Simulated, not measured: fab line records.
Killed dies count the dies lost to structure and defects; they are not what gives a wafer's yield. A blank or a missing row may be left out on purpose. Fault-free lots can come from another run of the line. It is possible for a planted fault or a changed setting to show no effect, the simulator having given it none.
Chamber matching + flow sky130 + SKY_POLY_CUT_ETCH_10 on rieDiel-01: 4 sister chambers
The step etches BARC in N2/H2, stops on SiO2, time 45.9 s, target depth 60 nm. 4 wafers are shown with their chamber, then 8 later ones without.

## WAFERS, EACH WITH ITS CHAMBER
| wafer  | chamber | oesProductAu (a.u.) |
|--------|---------|---------------------|
| L084.5 | 1       | 0.854               |
| L087.4 | 3       | 0.853               |
| L087.6 | 2       | 0.849               |
| L089.2 | 0       | 0.846               |

## WAFERS WHOSE CHAMBER IS MISSING
| wafer  | oesProductAu (a.u.) |
|--------|---------------------|
| L089.3 | 0.865               |
| L089.5 | 0.857               |
| L095.2 | 0.862               |
| L095.5 | 0.851               |
| L095.6 | 0.858               |
| L097.2 | 0.853               |
| L097.4 | 0.858               |
| L097.5 | 0.855               |

## EACH ONE'S CHAMBER
| wafer  | from the rows above               | in truth |
|--------|-----------------------------------|----------|
| L089.3 | can't be placed: 1 or 3 or 2 or 0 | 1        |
| L089.5 | can't be placed: 1 or 3 or 2 or 0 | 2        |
| L095.2 | can't be placed: 1 or 3 or 2 or 0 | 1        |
| L095.5 | can't be placed: 2 or 3 or 1 or 0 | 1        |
| L095.6 | can't be placed: 1 or 3 or 2 or 0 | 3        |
| L097.2 | can't be placed: 3 or 1 or 2 or 0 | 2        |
| L097.4 | can't be placed: 1 or 3 or 2 or 0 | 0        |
| L097.5 | can't be placed: 1 or 3 or 2 or 0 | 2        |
0 of 8 placed correctly. Unplaceable from these rows: 8, with the true chamber sitting among the candidates in 8. 0 placed wrongly.
How it was worked out, from the rows above alone: a wafer's distance from a chamber is the root of the sum, over the readings, of the square of ((its reading less the chamber's mean) divided by the reading's scatter). The wafer belongs to the nearest chamber; if the next one is less than 2 further off, it can't be placed. Each chamber's mean is taken over the wafers shown for it. The scatter (one wafer shown for each chamber): square how far every hidden wafer sits from the nearest shown wafer, average those squares and take the square root.
